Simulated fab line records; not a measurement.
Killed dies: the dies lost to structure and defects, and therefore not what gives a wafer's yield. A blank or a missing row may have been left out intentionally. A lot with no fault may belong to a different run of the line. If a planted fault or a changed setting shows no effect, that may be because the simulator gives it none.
Which of the tools did it?	flow sky130	7 lots, 20 wafers sampled, at 2 steps of a route of 708

WHAT THE GAUGES SHOWED, per wafer
SKY_CAP2M_OVL_MEAS_12.
lot	measured	on	CAP2M_OVL (nm)
L898	day 40 22:28	overlay-02	-0.6 -1.7 -2.0
L901	day 42 01:55	overlay-02	1.0 1.7 1.3
L903	day 42 04:22	overlay-01	1.0 2.3 2.1
L905	day 43 00:25	overlay-01	-0.6 2.7 -0.3
L907	day 43 13:00	overlay-01	0.7 -1.0
L909	day 44 09:32	overlay-02	-3.3 -2.7 -3.8
L917	day 46 03:29	overlay-01	0.0 -0.6 -0.2

TOOL THAT RAN EACH LOT (tool first, then ch and the chambers of the sampled wafers, then the start)
lot	SKY_CAP2M_SPUTTER_02
L898	pvd sputter-02, day 39 22:01
L901	pvd sputter-03, day 41 02:26
L903	pvd sputter-02, day 41 05:02
L905	pvd sputter-02, day 42 02:39
L907	pvd sputter-02, day 42 13:30
L909	pvd sputter-04, day 43 10:49
L917	pvd sputter-03, day 45 06:26
- SKY_CAP2M_SPUTTER_02: material TiN, target thk 200 nm, time 166.7 s.

THE ANSWER, worked out from the rows above alone
Rule: usual is defined by the lots themselves. The widest of any qualifying gaps counts: lots, ordered by their means at a reading, are off when they make up no more than a third of the lots, leave a main group of 4 or more, and stand apart from it by 3 or more times the standard deviation of that group's means. A main group is skipped when, at the precision printed for the reading in the tables above, its means are all equal. Also off: a lot with no number at a reading for which 4 or more lots have one. The other lots that the step has rows for count as sound.
Nothing can be told from this: no lot is off at any reading shown.

WHAT WAS PUT IN BY THE SIMULATOR
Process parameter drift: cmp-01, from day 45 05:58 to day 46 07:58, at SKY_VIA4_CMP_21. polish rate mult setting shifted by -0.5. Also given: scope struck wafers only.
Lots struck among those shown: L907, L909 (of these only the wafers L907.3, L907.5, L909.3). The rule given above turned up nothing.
